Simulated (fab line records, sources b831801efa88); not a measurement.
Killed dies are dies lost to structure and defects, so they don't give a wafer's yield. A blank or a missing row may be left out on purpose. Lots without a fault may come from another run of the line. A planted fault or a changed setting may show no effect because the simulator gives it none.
fab line records | flow sky130
record lots=6 wafers=18 last_day=49
route steps=708 shown VIA4@651 METAL5@661
lots that met no fault: from a run of the same line without faults
start_h: hours from the record's first day to the start of the lot's first wafer shown | wait_h: hours since the lot's step before | " the same as in the row above | L1.1+2: a row that stands for several wafers | - no value, or no start given | * or withheld: withheld | < > ~ a bound
route shown NAME@n: a module of which the file shows steps, and the number in the route of the first | usual: mean/standard deviation of fault-free wafers | same: alike in all rows | chamber/n: place in a boat | sites: the reading at each site | _std_site: their standard deviation | _edge_site: outer sites' mean less inner sites' | radius_mm: how far each site lies from the wafer's centre | mask NAME#n: copy n | behind: the tool/chamber that last shaped the wafer | hold: why the lot was held/for how many hours/how that ended | device: the transistor (n, p or np) that didn't switch | end of line: the same wafers' tests at the end of the route | a step without rows: its recipe alone | killed: dies lost to structure and defects at the first sort, not the wafer's yield | map: a wafer's dies, x killed, . not, _ none there
set.NAME: the setting as run; set.NAME@STEP: as run at that earlier step | model.NAME: the simulator's own value behind a step, which no gauge read
lots at some steps of the route; a table a step, a row a wafer
services: from which hour (start_h, from the record's first day; less than 0 if before it) a tool's chamber was out of use, for how many hours, and why
## steps
# step SKY_VIA4_ETCH_12
# recipe target=SiO2 chemistry=C4F8/O2/Ar stop_on=TiN mask_material=NOVOLAK source_w=1500 bias_w=1200 pressure_mtorr=40 c4f8_flow_sccm=withheld O2_flow_sccm=6 Ar_flow_sccm=300 time_s=withheld target_depth_a=5800
# usual oes_product_au=0.926/0.0046
# columns lot.wafer tool chamber start_h wait_h oes_product_au
L840.1 rie_diel-03 3 1022.55 0.0 0.924
L840.2 " 1 " " 0.924
L840.5 " 2 " " 0.927
L842.1 rie_diel-02 3 1032.30 0.0 0.931
L842.2 " 2 " " 0.922
L842.4 " 3 " " 0.930
L846.1 rie_diel-03 3 1062.50 0.0 0.924
L846.2 " 0 " " 0.924
L846.4 " 2 " " 0.928
L851.1 rie_diel-03 1 1119.55 0.0 0.916
L851.4 " 1 " " 0.932
L851.6 " 2 " " 0.928
L855.4 rie_diel-04 2 1124.88 0.0 0.927
L855.5 " 0 " " 0.925
L855.6 " 1 " " 0.938
L856.1 rie_diel-02 3 1127.70 0.0 0.922
L856.3 " 2 " " 0.932
L856.5 " 0 " " 0.920
# step SKY_VIA4_STRIP_13
# recipe chemistry=O2/N2 power_w=1400 pressure_mtorr=1500 platen_temp_c=withheld o2_flow_sccm=3000 n2_flow_sccm=300 overash_fraction=0.5
# step SKY_VIA4_STRIP_14
# recipe chemistry=post_etch_residue_remover time_s=1200 temp_c=72.5
# step SKY_VIA4_CLEAN_15
# recipe chemistry=IPA time_s=180 temp_c=25
# step SKY_VIA4_CLEAN_16
# recipe chemistry=O3/DIW dry=n2_spin
# step SKY_VIA4_SPUTTER_17
# recipe material=TiN target_thk_nm=20 chamber_pressure_pa=5 power_w=4000 time_s=80
# step SKY_VIA4_CVD_18
# recipe material=W target_thk_nm=505 time_s=152.14 temp_c=400 pressure_torr=40
# step SKY_VIA4_RS_MEAS_19
# recipe thk_meas_gauge=four-point-probe reads=W_of_VIA4_CVD_18+TiN_of_VIA4_SPUTTER_17
# usual VIA4_W_RS=0.2272/0.0027
# columns lot.wafer tool chamber start_h wait_h VIA4_W_RS[ohm/sq]
L840.1 film_metro-01 - 1023.43 0.1 0.2282
L840.2 " - " " 0.2293
L840.5 " - " " 0.2274
L842.1 film_metro-02 - 1033.19 0.1 0.2305
L842.2 " - " " 0.2269
L842.4 " - " " 0.2297
L846.1 film_metro-02 - 1063.38 0.1 0.2247
L846.2 " - " " 0.2268
L846.4 " - " " 0.2274
L851.1 film_metro-03 - 1120.46 0.1 0.2286
L851.4 " - " " 0.2252
L851.6 " - " " 0.2236
L855.4 film_metro-02 - 1125.78 0.1 0.2284
L855.5 " - " " 0.2253
L855.6 " - " " 0.2304
L856.1 film_metro-02 - 1128.58 0.1 0.2220
L856.3 " - " " 0.2228
L856.5 " - " " 0.2235
# step SKY_VIA4_THK_MEAS_20
# recipe thk_meas_gauge=xrf reads=W_of_VIA4_CVD_18
# usual VIA4_W_THK=508/8.6
# columns lot.wafer tool chamber start_h wait_h VIA4_W_THK[nm]
L840.1 film_metro-01 - 1023.55 0.1 499
L840.2 " - " " 499
L840.5 " - " " 505
L842.1 film_metro-02 - 1033.31 0.1 497
L842.2 " - " " 506
L842.4 " - " " 504
L846.1 film_metro-02 - 1063.50 0.1 512
L846.2 " - " " 509
L846.4 " - " " 505
L851.1 film_metro-03 - 1120.58 0.1 516
L851.4 " - " " 521
L851.6 " - " " 527
L855.4 film_metro-02 - 1125.87 0.1 506
L855.5 " - " " 512
L855.6 " - " " 499
L856.1 film_metro-02 - 1128.70 0.1 514
L856.3 " - " " 512
L856.5 " - " " 513
# step SKY_VIA4_CMP_21
# recipe stop_on=SiO2 t_overpolish_s=25 down_force_psi=3.5 platen_rpm=60 target_thk_nm=0 pad_velocity_m_s=0.94248
# usual motor_current_A=11.1/0.95 overpolish_run_s=25.001/0.01 platen_rpm=60.00/0.037 time_to_endpoint_s=122/5.8
# columns lot.wafer tool chamber start_h wait_h motor_current_A overpolish_run_s platen_rpm time_to_endpoint_s
L840.1 cmp-01 1 1024.87 1.3 11.4 24.988 59.98 126
L840.2 " 2 " " 10.8 25.005 59.95 124
L840.5 " 1 " " 11.0 25.000 59.95 127
L842.2 cmp-02 1 1033.37 0.0 11.6 24.991 60.07 127
L842.4 " 2 " " 9.9 24.998 60.02 116
L842.1 " 0 " " 11.4 25.006 60.05 121
L846.4 cmp-02 1 1063.56 0.0 11.3 25.004 60.00 124
L846.1 " 2 " " 10.0 24.995 60.00 119
L846.2 " 3 " " 12.1 25.007 59.96 114
L851.4 cmp-01 1 1120.74 0.1 11.3 24.984 60.01 129
L851.1 " 2 " " 12.2 24.984 60.01 124
L851.6 " 3 " " 11.1 25.001 59.93 115
L855.4 cmp-02 2 1126.00 0.1 9.4 25.019 59.94 117
L855.6 " 0 " " 11.9 25.004 60.02 118
L855.5 " 1 " " 11.5 25.005 59.98 126
L856.1 cmp-01 0 1128.76 0.1 9.7 24.999 60.02 131
L856.3 " 1 " " 11.0 25.013 59.99 130
L856.5 " 1 " " 11.5 25.011 59.98 126
# step SKY_METAL5_SPUTTER_00
# recipe material=Ti target_thk_nm=15 power_w=3000 time_s=10 chamber_pressure_pa=0.4
# usual throttle_valve_pct=29.7/1.2
# columns lot.wafer tool chamber start_h wait_h throttle_valve_pct
L840.1 pvd_sputter-04 - 1025.12 0.2 31.4
L840.2 " - " " 30.5
L840.5 " - " " 31.3
L842.1 pvd_sputter-04 - 1033.67 0.1 31.1
L842.2 " - " " 28.4
L842.4 " - " " 28.5
L846.1 pvd_sputter-04 - 1063.86 0.2 28.6
L846.2 " - " " 28.5
L846.4 " - " " 31.1
L851.1 pvd_sputter-03 - 1120.94 0.1 29.7
L851.4 " - " " 28.2
L851.6 " - " " 31.7
L855.4 pvd_sputter-04 - 1126.22 0.2 28.2
L855.5 " - " " 31.2
L855.6 " - " " 28.8
L856.1 pvd_sputter-02 - 1129.06 0.2 29.2
L856.3 " - " " 29.5
L856.5 " - " " 29.6
# step SKY_METAL5_SPUTTER_01
# recipe material=TiN target_thk_nm=20 power_w=6500 time_s=16.7 chamber_pressure_pa=0.4
# usual throttle_valve_pct=29.7/1.2
# columns lot.wafer tool chamber start_h wait_h throttle_valve_pct
L840.1 pvd_sputter-04 - 1025.14 0.0 31.1
L840.2 " - " " 31.0
L840.5 " - " " 31.0
L842.1 pvd_sputter-04 - 1033.69 0.0 31.0
L842.2 " - " " 28.7
L842.4 " - " " 28.5
L846.1 pvd_sputter-04 - 1063.88 0.0 28.6
L846.2 " - " " 28.3
L846.4 " - " " 31.1
L851.1 pvd_sputter-03 - 1120.96 0.0 29.4
L851.4 " - " " 27.9
L851.6 " - " " 31.7
L855.4 pvd_sputter-04 - 1126.24 0.0 28.4
L855.5 " - " " 31.1
L855.6 " - " " 28.6
L856.1 pvd_sputter-02 - 1129.08 0.0 29.0
L856.3 " - " " 29.4
L856.5 " - " " 29.3
# step SKY_METAL5_SPUTTER_02
# recipe material=AlCu target_thk_nm=1150 power_w=10600 time_s=61.2 chamber_pressure_pa=0.4
# usual throttle_valve_pct=29.7/1.2
# columns lot.wafer tool chamber start_h wait_h throttle_valve_pct model.AlCu_of_METAL5_SPUTTER_02.thk_nm
L840.1 pvd_sputter-04 - 1025.17 0.0 30.9 1155
L840.2 " - " " 30.8 1174
L840.5 " - " " 31.3 1150
L842.1 pvd_sputter-04 - 1033.72 0.0 31.2 1586
L842.2 " - " " 28.5 1605
L842.4 " - " " 28.4 1600
L846.1 pvd_sputter-04 - 1063.91 0.0 28.5 1586
L846.2 " - " " 28.4 1580
L846.4 " - " " 30.9 1585
L851.1 pvd_sputter-03 - 1120.98 0.0 29.8 1168
L851.4 " - " " 27.9 1157
L851.6 " - " " 31.8 1151
L855.4 pvd_sputter-04 - 1126.28 0.0 28.5 1156
L855.5 " - " " 30.8 1170
L855.6 " - " " 28.7 1169
L856.1 pvd_sputter-02 - 1129.11 0.0 29.2 1143
L856.3 " - " " 29.1 1148
L856.5 " - " " 29.5 1143
# step SKY_METAL5_SPUTTER_03
# recipe material=Ti target_thk_nm=5 power_w=3000 time_s=3.3 chamber_pressure_pa=0.4
# step SKY_METAL5_SPUTTER_04
# recipe material=TiN target_thk_nm=70 power_w=6500 time_s=58.3 chamber_pressure_pa=0.4
# usual throttle_valve_pct=29.8/1.2
# columns lot.wafer tool chamber start_h wait_h throttle_valve_pct
L840.1 pvd_sputter-04 - 1025.23 0.0 31.2
L840.2 " - " " 30.9
L840.5 " - " " 31.0
L842.1 pvd_sputter-04 - 1033.79 0.0 31.4
L842.2 " - " " 28.4
L842.4 " - " " 28.5
L846.1 pvd_sputter-04 - 1063.98 0.0 28.4
L846.2 " - " " 28.5
L846.4 " - " " 31.0
L851.1 pvd_sputter-03 - 1121.05 0.0 29.8
L851.4 " - " " 28.0
L851.6 " - " " 31.5
L855.4 pvd_sputter-04 - 1126.35 0.0 28.5
L855.5 " - " " 31.0
L855.6 " - " " 28.4
L856.1 pvd_sputter-02 - 1129.18 0.0 29.4
L856.3 " - " " 29.3
L856.5 " - " " 29.6
# step SKY_METAL5_RS_MEAS_05
# recipe thk_meas_gauge=four-point-probe reads=TiN_of_METAL5_SPUTTER_04+Ti_of_METAL5_SPUTTER_03+AlCu_of_METAL5_SPUTTER_02+TiN_of_METAL5_SPUTTER_01+Ti_of_METAL5_SPUTTER_00
# usual METAL5_ALCU_RS=0.0271/0.00031
# columns lot.wafer tool chamber start_h wait_h hold METAL5_ALCU_RS[ohm/sq]
L840.1 film_metro-04 - 1025.28 0.0 - 0.0270
L840.2 " - " " - 0.0266
L840.5 " - " " - 0.0271
L842.1 film_metro-01 - 1033.84 0.0 await_dispo/0.2h/release 0.0196
L842.2 " - " " await_dispo/0.2h/release 0.0194
L842.4 " - " " await_dispo/0.2h/release 0.0194
L842.1 film_metro-01 - 1034.13 0.3 - 0.0196
L842.2 " - " " - 0.0193
L842.4 " - " " - 0.0194
L846.1 film_metro-04 - 1064.03 0.0 await_dispo/0.2h/release 0.0196
L846.2 " - " " await_dispo/0.2h/release 0.0197
L846.4 " - " " await_dispo/0.2h/release 0.0197
L846.1 film_metro-04 - 1064.31 0.3 - 0.0196
L846.2 " - " " - 0.0197
L846.4 " - " " - 0.0197
L851.1 film_metro-02 - 1121.10 0.0 - 0.0267
L851.4 " - " " - 0.0269
L851.6 " - " " - 0.0271
L855.4 film_metro-02 - 1126.43 0.1 - 0.0269
L855.5 " - " " - 0.0267
L855.6 " - " " - 0.0266
L856.1 film_metro-02 - 1129.23 0.0 - 0.0272
L856.3 " - " " - 0.0272
L856.5 " - " " - 0.0272
# step SKY_METAL5_THK_MEAS_06
# recipe thk_meas_gauge=xrf reads=AlCu_of_METAL5_SPUTTER_02
# usual METAL5_ALCU_THK=1171/15
# columns lot.wafer tool chamber start_h wait_h hold METAL5_ALCU_THK[nm]
L840.1 film_metro-04 - 1025.40 0.1 - 1172
L840.2 " - " " - 1191
L840.5 " - " " - 1169
L842.1 film_metro-01 - 1036.89 2.7 await_dispo/0.2h/release 1632
L842.2 " - " " await_dispo/0.2h/release 1636
L842.4 " - " " await_dispo/0.2h/release 1635
L842.1 film_metro-01 - 1037.15 0.2 - 1613
L842.2 " - " " - 1636
L842.4 " - " " - 1628
L846.1 film_metro-04 - 1066.32 2.0 await_dispo/0.2h/release 1615
L846.2 " - " " await_dispo/0.2h/release 1614
L846.4 " - " " await_dispo/0.2h/release 1618
L846.1 film_metro-04 - 1066.55 0.2 - 1620
L846.2 " - " " - 1625
L846.4 " - " " - 1629
L851.1 film_metro-02 - 1121.22 0.1 - 1190
L851.4 " - " " - 1185
L851.6 " - " " - 1177
L855.4 film_metro-02 - 1126.52 0.1 - 1177
L855.5 " - " " - 1201
L855.6 " - " " - 1196
L856.1 film_metro-02 - 1129.35 0.1 - 1158
L856.3 " - " " - 1158
L856.5 " - " " - 1158
# step SKY_METAL5_HMDS_08
# recipe prime_time_s=60 prime_temp_c=120
# step SKY_METAL5_COAT_09
# recipe resist=NOVOLAK spin_rpm=3000 resist_thk_nm=1800
# step SKY_METAL5_SOFTBAKE_10
# recipe temp_c=90 time_s=60 resist=NOVOLAK
# step SKY_METAL5_EXPOSE_11
# recipe mask_id=MM5 na=0.6 source_shape=conventional sigma_outer=0.6 polarization=unpolarized target_cd_nm=1600 dose_mj=190
# step SKY_METAL5_PEB_12
# recipe temp_c=withheld time_s=* resist=NOVOLAK
# step SKY_METAL5_DEVELOP_13
# recipe resist=NOVOLAK developer=TMAH develop_time_s=60 dev_temp_c=23
# step SKY_METAL5_DESCUM_14
# recipe chemistry=O2 source_power_w=150 bias_power_w=0 pressure_mtorr=10 temp_c=40 time_s=11
# step SKY_METAL5_METAL_ETCH_15
# recipe target_depth_a=12600 stop_on=SiO2 over_etch_frac=0.2 time_s=252 chemistry=Cl2/BCl3 resist_sidewall_deg=86 pressure_mtorr=10 icp_w=900 bias_w=48.5 Cl2_flow_sccm=60 bcl3_flow_sccm=30
# usual drypump_motor_current_A=5.9/0.47 oes_product_au=0.895/0.0057 throttle_valve_pct=22.263/0.0093
# columns lot.wafer tool chamber start_h wait_h drypump_motor_current_A oes_product_au rf_hours_counter_h throttle_valve_pct
L840.1 rie_metal-03 0 1047.04 0.0 6.4 0.893 15 22.251
L840.2 " 1 " " 5.9 0.897 24 22.266
L840.5 " 0 " " 6.4 0.896 - 22.270
L842.1 rie_metal-04 0 1055.89 0.0 5.7 1.005 9 22.275
L842.2 " 1 " " 6.0 1.023 19 22.247
L842.4 " 1 " " 6.0 1.016 - 22.261
L846.1 rie_metal-01 1 1084.59 0.0 5.0 1.000 10 22.273
L846.2 " 0 " " 6.3 1.020 4 22.250
L846.4 " 1 " " 5.0 0.995 - 22.277
L851.1 rie_metal-04 0 1139.35 0.0 5.7 0.897 16 22.246
L851.4 " 0 " " 5.7 0.894 - 22.256
L851.6 " 1 " " 6.0 0.895 - 22.251
L855.4 rie_metal-01 0 1145.12 0.1 6.3 0.888 - 22.271
L855.5 " 0 " " 6.3 0.896 - 22.285
L855.6 " 1 " " 5.0 0.895 - 22.262
L856.1 rie_metal-04 1 1146.90 0.0 6.0 0.896 27 22.264
L856.3 " 1 " " 6.0 0.896 - 22.272
L856.5 " 0 " " 5.7 0.893 - 22.258
# step SKY_METAL5_STRIP_16
# recipe chemistry=O2/N2 power_w=1400 pressure_mtorr=1500 platen_temp_c=withheld o2_flow_sccm=3000 n2_flow_sccm=300 overash_fraction=0.5
## services
# columns tool chamber start_h hours kind
rie_diel-02 1 1000.80 5.6 repair
rie_metal-01 1 1001.88 12.3 repair
rie_diel-02 0 1010.48 22.9 repair
pvd_sputter-03 - 1020.89 9.8 repair
pvd_sputter-04 3 1025.28 - consumable_replace:kit
pvd_sputter-04 3 1025.28 18.0 scheduled_down
pvd_sputter-04 3 1025.28 18.0 vent_cycle
rie_diel-03 - 1028.30 0.7 repair
rie_diel-03 2 1044.13 3.0 repair
cmp-02 - 1044.69 6.3 pm
rie_metal-03 1 1052.55 9.4 repair
pvd_sputter-02 - 1060.50 0.9 repair
pvd_sputter-02 - 1063.43 0.7 repair
cmp-01 - 1083.24 4.0 pm
rie_diel-02 2 1088.83 7.5 repair
rie_diel-02 3 1099.72 9.5 repair
pvd_sputter-02 - 1108.76 1.9 repair
rie_metal-01 0 1110.88 9.3 repair
rie_diel-03 3 1117.66 16.2 repair
pvd_sputter-04 2 1123.89 - consumable_replace:kit
pvd_sputter-04 2 1123.89 18.0 scheduled_down
pvd_sputter-04 2 1123.89 18.0 vent_cycle
rie_diel-02 2 1134.17 3.9 repair
rie_diel-02 0 1140.77 4.5 repair
## key
first_sign step=SKY_METAL5_RS_MEAS_05 reading=visit direction=added
effect step=SKY_METAL5_RS_MEAS_05 reading=METAL5_ALCU_RS direction=down sigmas=24 usual=0.0271 struck=0.0196
effect step=SKY_METAL5_THK_MEAS_06 reading=visit direction=added
effect step=SKY_METAL5_THK_MEAS_06 reading=METAL5_ALCU_THK direction=up sigmas=29 usual=1171 struck=1625
effect step=SKY_METAL5_METAL_ETCH_15 reading=oes_product_au direction=up sigmas=20 usual=0.895 struck=1.010
model_effect step=SKY_METAL5_SPUTTER_02 value=AlCu_of_METAL5_SPUTTER_02.thk_nm without=1159 struck=1590
met_at SKY_METAL5_SPUTTER_02
struck_wafers L842.1,L842.2,L842.4,L846.1,L846.2,L846.4
later_rows_left_out L842.1,L842.2,L842.4,L846.1,L846.2,L846.4
sort_left_out L842.1,L842.2,L842.4,L846.1,L846.2,L846.4
onset_between 1025.17 1033.72
fault kind=process_parameter_drift tool=pvd_sputter-04 chamber=- onset_h=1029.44 steps=SKY_METAL5_SPUTTER_02 channel=target_thk_nm offset=431.18 shape=step end_h=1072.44 acts_in=these_recipes_only stated=1150
# sort_left_out: the simulated sort isn't trusted on such a fault, so these wafers' sort isn't shown, and their yield isn't known
# later_rows_left_out: the simulator's readings of these wafers behind a module that went badly wrong aren't trusted and aren't shown, but for the sort
